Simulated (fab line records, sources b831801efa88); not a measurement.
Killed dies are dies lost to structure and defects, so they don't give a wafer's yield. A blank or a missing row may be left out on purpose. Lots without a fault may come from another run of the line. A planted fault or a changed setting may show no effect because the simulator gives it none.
Which tool did it? | flow sky130 | 12 lots, 34 wafers sampled, at 4 steps of a route of 708

WHAT THE GAUGES READ, wafer by wafer
The record holds no reading of a measuring or inspecting step that can be judged against a usual standard deviation.

WHICH TOOL RAN EACH LOT (tool, then ch and the chambers of the sampled wafers, then the start)
lot  | SKY_VIA2_CMP_02               | SKY_VIA2_ETCH_15                   | SKY_METAL3_SPUTTER_00        | SKY_METAL3_SPUTTER_01
L115 | cmp-01 ch 2,3, day 34 19:14   | rie_diel-02 ch 0,1, day 35 21:49   | pvd_sputter-02, day 35 23:08 | pvd_sputter-02, day 35 23:10
L116 | cmp-02 ch 0,3, day 35 07:04   | rie_diel-03 ch 0,3, day 36 09:16   | pvd_sputter-04, day 36 10:36 | pvd_sputter-04, day 36 10:37
L117 | cmp-02 ch 1,2, day 36 09:31   | rie_diel-02 ch 0,2, day 37 11:52   | pvd_sputter-01, day 37 13:11 | pvd_sputter-01, day 37 13:13
L119 | cmp-01 ch 0,1,3, day 37 01:37 | rie_diel-02 ch 0,2,3, day 38 03:37 | pvd_sputter-01, day 38 05:03 | pvd_sputter-01, day 38 05:04
L118 | cmp-01 ch 0,1, day 37 03:04   | rie_diel-04 ch 0,1,3, day 38 05:31 | pvd_sputter-01, day 38 06:51 | pvd_sputter-01, day 38 06:53
L121 | cmp-01 ch 0,1,2, day 37 11:59 | rie_diel-03 ch 0,1,3, day 38 13:13 | pvd_sputter-04, day 38 14:59 | pvd_sputter-04, day 38 15:00
L126 | cmp-01 ch 2, day 38 19:14     | rie_diel-02 ch 0,1, day 39 18:46   | pvd_sputter-02, day 39 20:05 | pvd_sputter-02, day 39 20:07
L128 | cmp-01 ch 0,1, day 39 04:01   | rie_diel-03 ch 1,3, day 40 03:57   | pvd_sputter-04, day 40 05:18 | pvd_sputter-04, day 40 05:19
L130 | cmp-02 ch 0,2, day 39 08:14   | rie_diel-03 ch 0,1,3, day 40 07:58 | pvd_sputter-01, day 40 09:25 | pvd_sputter-01, day 40 09:26
L131 | cmp-02 ch 0,2, day 39 11:34   | rie_diel-04 ch 1,2,3, day 40 12:07 | pvd_sputter-02, day 40 13:26 | pvd_sputter-02, day 40 13:28
L133 | cmp-02 ch 0,1,2, day 40 06:22 | rie_diel-03 ch 1,2,3, day 41 05:58 | pvd_sputter-04, day 41 07:17 | pvd_sputter-04, day 41 07:19
L137 | cmp-02 ch 2,3, day 41 12:32   | rie_diel-03 ch 0,3, day 42 13:19   | pvd_sputter-01, day 42 14:38 | pvd_sputter-01, day 42 14:40
- SKY_VIA2_CMP_02: polishes SiO2.
- SKY_VIA2_ETCH_15: etches SiO2 in C4F8/O2/Ar, stops on TiN, target depth 546 nm, time 84 s.
- SKY_METAL3_SPUTTER_00: material Ti, target thk 15 nm, time 10 s.
- SKY_METAL3_SPUTTER_01: material TiN, target thk 20 nm, time 16.7 s.

WHAT THE TOOLS THEMSELVES READ (means of the sampled wafers that have a number; where no wafer has one, the mark that the record gives instead)
SKY_VIA2_CMP_02.
lot  | tool   | motor_current_A (A) | slurry_filter_dp_kPa (kPa)
L115 | cmp-01 | 11.9                | 13.50
L116 | cmp-02 | 11.2                | 13.62
L117 | cmp-02 | 10.7                | 13.45
L119 | cmp-01 | 12.1                | 13.64
L118 | cmp-01 | 12.3                | 13.33
L121 | cmp-01 | 13.1                | 13.56
L126 | cmp-01 | 13.1                | 13.53
L128 | cmp-01 | 12.7                | 13.57
L130 | cmp-02 | 11.3                | 13.60
L131 | cmp-02 | 11.5                | 13.49
L133 | cmp-02 | 10.5                | 13.40
L137 | cmp-02 | 11.4                | 13.49

SKY_VIA2_ETCH_15.
lot  | tool        | oes_product_au (a.u.)
L115 | rie_diel-02 | 0.937
L116 | rie_diel-03 | 0.941
L117 | rie_diel-02 | 0.943
L119 | rie_diel-02 | 0.938
L118 | rie_diel-04 | 0.939
L121 | rie_diel-03 | 0.941
L126 | rie_diel-02 | 0.959
L128 | rie_diel-03 | 0.974
L130 | rie_diel-03 | 0.947
L131 | rie_diel-04 | 0.940
L133 | rie_diel-03 | 0.944
L137 | rie_diel-03 | 0.942

SKY_METAL3_SPUTTER_00.
lot  | tool           | throttle_valve_pct (%)
L115 | pvd_sputter-02 | 30.0
L116 | pvd_sputter-04 | 29.9
L117 | pvd_sputter-01 | 30.4
L119 | pvd_sputter-01 | 30.8
L118 | pvd_sputter-01 | 30.2
L121 | pvd_sputter-04 | 30.0
L126 | pvd_sputter-02 | 29.4
L128 | pvd_sputter-04 | 29.5
L130 | pvd_sputter-01 | 29.9
L131 | pvd_sputter-02 | 29.9
L133 | pvd_sputter-04 | 29.6
L137 | pvd_sputter-01 | 30.6

SKY_METAL3_SPUTTER_01.
lot  | tool           | throttle_valve_pct (%)
L115 | pvd_sputter-02 | 30.0
L116 | pvd_sputter-04 | 29.6
L117 | pvd_sputter-01 | 30.3
L119 | pvd_sputter-01 | 30.8
L118 | pvd_sputter-01 | 30.4
L121 | pvd_sputter-04 | 29.9
L126 | pvd_sputter-02 | 29.5
L128 | pvd_sputter-04 | 29.4
L130 | pvd_sputter-01 | 30.1
L131 | pvd_sputter-02 | 30.0
L133 | pvd_sputter-04 | 29.8
L137 | pvd_sputter-01 | 30.5

THE ANSWER, worked out from the rows above alone
Rule: what is usual is taken from the lots themselves. Put in order of their means at a reading, lots are off if they are a third of the lots or fewer, leave a main group of 4 or more, and stand apart from it by a gap of 3 or more times the standard deviation of the main group's means; of several such gaps the widest counts. A main group whose means are all the same, to the digits that the tables above print for the reading, isn't used. A lot without any number at a reading at which 4 lots or more have one is off too. The other lots that the step has rows for count as sound. The gauges are gone through in route order, then the tools' own readings, and for those a lot's mean is taken as printed above. The first step at which some lot is off is used, and at that step the reading that is off furthest; a lot without a number counts as furthest.
Off: L126, L128, at SKY_VIA2_ETCH_15 (oes_product_au). The main group: mean 0.941 a.u., standard deviation 0.0028.
A tool fits if, at that step or a process step before it, it ran every lot that is off, and no sound lot after the first of them. One fits: cmp-01 at SKY_VIA2_CMP_02. Its last sound lot is L121 (day 37 11:59), its first lot that is off L126 (day 38 19:14): a fault that began between those two fits.

WHAT THE SIMULATOR HAD PUT IN
Process parameter drift: cmp-01, from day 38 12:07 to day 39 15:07, at SKY_VIA2_CMP_02. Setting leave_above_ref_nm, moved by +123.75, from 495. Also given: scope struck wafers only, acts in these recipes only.
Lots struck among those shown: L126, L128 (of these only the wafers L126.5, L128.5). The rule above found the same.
